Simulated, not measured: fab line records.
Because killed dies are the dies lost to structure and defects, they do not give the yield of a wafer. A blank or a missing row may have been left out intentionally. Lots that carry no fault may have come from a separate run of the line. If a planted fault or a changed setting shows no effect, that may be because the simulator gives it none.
Matching of chambers    flow gf180mcu    GF_V5_ETCH_16 on rie_diel-04: 4 sister chambers
The step etches BARC in N2/H2. 4 wafers are shown with their chamber, then 7 later ones without.

WAFERS PAIRED WITH THEIR CHAMBERS
wafer   chamber  drypump_motor_current_A (A)
L142.3  1        6.4
L149.6  0        5.5
L150.1  3        5.8
L150.2  2        5.8

WAFERS WHOSE CHAMBER IS MISSING
wafer   drypump_motor_current_A (A)
L150.3  6.5
L152.3  5.8
L152.5  5.5
L152.6  6.4
L154.1  6.5
L154.5  5.8
L154.6  5.5

WHICH CHAMBER EACH WENT THROUGH
wafer   from the rows above      in truth
L150.3  1                        1
L152.3  can't be placed: 2 or 3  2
L152.5  0                        0
L152.6  1                        1
L154.1  1                        1
L154.5  can't be placed: 2 or 3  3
L154.6  0                        0
Correct placement for 5 of the 7. These rows do not allow placing 2 (true chamber among the candidates in 2). 0 placed wrongly.
How it was worked out, from the rows above alone: a wafer's distance from a chamber is the root of the sum, over the readings, of the square of ((its reading less the chamber's mean) divided by the reading's scatter). If the next closest chamber is less than 2 further off than the closest, the wafer can't be placed; otherwise it belongs to the closest. A chamber's mean is the mean of its shown wafers. The scatter: root of mean squared gap, hidden wafer to nearest shown wafer, with one shown wafer a chamber.
